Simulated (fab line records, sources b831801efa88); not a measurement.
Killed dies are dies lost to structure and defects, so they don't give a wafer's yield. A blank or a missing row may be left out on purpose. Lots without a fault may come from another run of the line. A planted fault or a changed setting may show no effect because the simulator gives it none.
Which tool did it? | flow sky130 | 7 lots, 21 wafers sampled, at 2 steps of a route of 708

WHAT THE GAUGES READ, wafer by wafer
SKY_SD_N_OVL_MEAS_08.
lot  | measured     | on         | SD_N_OVL (nm)
L889 | day 27 18:54 | overlay-02 | -0.6 0.6 -0.9
L894 | day 30 03:20 | overlay-02 | -1.2 0.4 0.9
L898 | day 31 04:14 | overlay-02 | -1.0 -2.1 -1.7
L899 | day 31 07:42 | overlay-02 | -2.6 -2.3 -3.1
L901 | day 32 03:26 | overlay-01 | -3.8 -3.5 -4.1
L904 | day 33 16:45 | overlay-01 | -0.3 -1.3 -2.2
L910 | day 35 16:11 | overlay-02 | -0.9 -0.2 -2.2

WHICH TOOL RAN EACH LOT (tool, then ch and the chambers of the sampled wafers, then the start)
lot  | SKY_SD_P_DEVELOP_06
L889 | litho_track-02 ch 0, day 25 09:02
L894 | litho_track-04 ch 0, day 27 21:10
L898 | litho_track-02 ch 0, day 28 22:07
L899 | litho_track-02 ch 0, day 29 01:04
L901 | litho_track-02 ch 0, day 29 20:34
L904 | litho_track-01 ch 0, day 31 10:46
L910 | litho_track-04 ch 0, day 33 10:53
- SKY_SD_P_DEVELOP_06: develop time 60 s.

THE ANSWER, worked out from the rows above alone
Rule: what is usual is taken from the lots themselves. Put in order of their means at a reading, lots are off if they are a third of the lots or fewer, leave a main group of 4 or more, and stand apart from it by a gap of 3 or more times the standard deviation of the main group's means; of several such gaps the widest counts. A main group whose means are all the same, to the digits that the tables above print for the reading, isn't used. A lot without any number at a reading at which 4 lots or more have one is off too. The other lots that the step has rows for count as sound.
No lot is off at any reading shown: from this, nothing can be told.

WHAT THE SIMULATOR HAD PUT IN
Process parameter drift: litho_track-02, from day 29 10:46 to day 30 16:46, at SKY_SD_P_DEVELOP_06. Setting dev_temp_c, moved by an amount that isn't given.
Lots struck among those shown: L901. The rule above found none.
